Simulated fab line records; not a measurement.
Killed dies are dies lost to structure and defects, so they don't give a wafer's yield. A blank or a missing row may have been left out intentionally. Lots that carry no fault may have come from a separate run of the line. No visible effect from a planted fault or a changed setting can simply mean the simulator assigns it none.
Chamber matching	flow gf180mcu	pecvd-01 running GF_PASSIVATION_CVD_00: 3 sister chambers
The step deposits SiO2 from TEOS, target thk 1000 nm, time 111.95 s. 6 wafers are shown with their chamber, then 8 later ones without.

WAFERS PAIRED WITH THEIR CHAMBERS
wafer	chamber	heater-power-w (W)
L074.3	1	822
L087.6	1	835
L089.5	2	687
L091.3	2	684
L091.6	0	527
L092.1	0	621

WAFERS MISSING THEIR CHAMBER
wafer	heater-power-w (W)
L092.2	716
L092.5	782
L093.1	719
L093.2	574
L093.6	813
L097.4	622
L097.5	836
L097.6	565

EACH ONE'S CHAMBER
wafer	from the rows above	in truth
L092.2	2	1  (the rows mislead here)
L092.5	can't be placed: 1 or 2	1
L093.1	can't be placed: 2 or 1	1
L093.2	0	0
L093.6	1	1
L097.4	can't be placed: 0 or 2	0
L097.5	1	1
L097.6	0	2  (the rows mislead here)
3 of 8 placed correctly. Unplaceable from these rows: 3, with the true chamber sitting among the candidates in 3. Placed wrongly: 2.
How it was worked out, from the rows above alone: a wafer's distance from a chamber is the root of the sum, over the readings, of the square of ((its reading less the chamber's mean) divided by the reading's scatter). If the next closest chamber is less than 2 further off than the closest, the wafer can't be placed; otherwise it belongs to the closest. A chamber's mean is the mean of its shown wafers. The scatter: take each reading less its chamber's mean, square it, sum over the shown wafers, divide by the number of wafers less the number of chambers, and take the root.
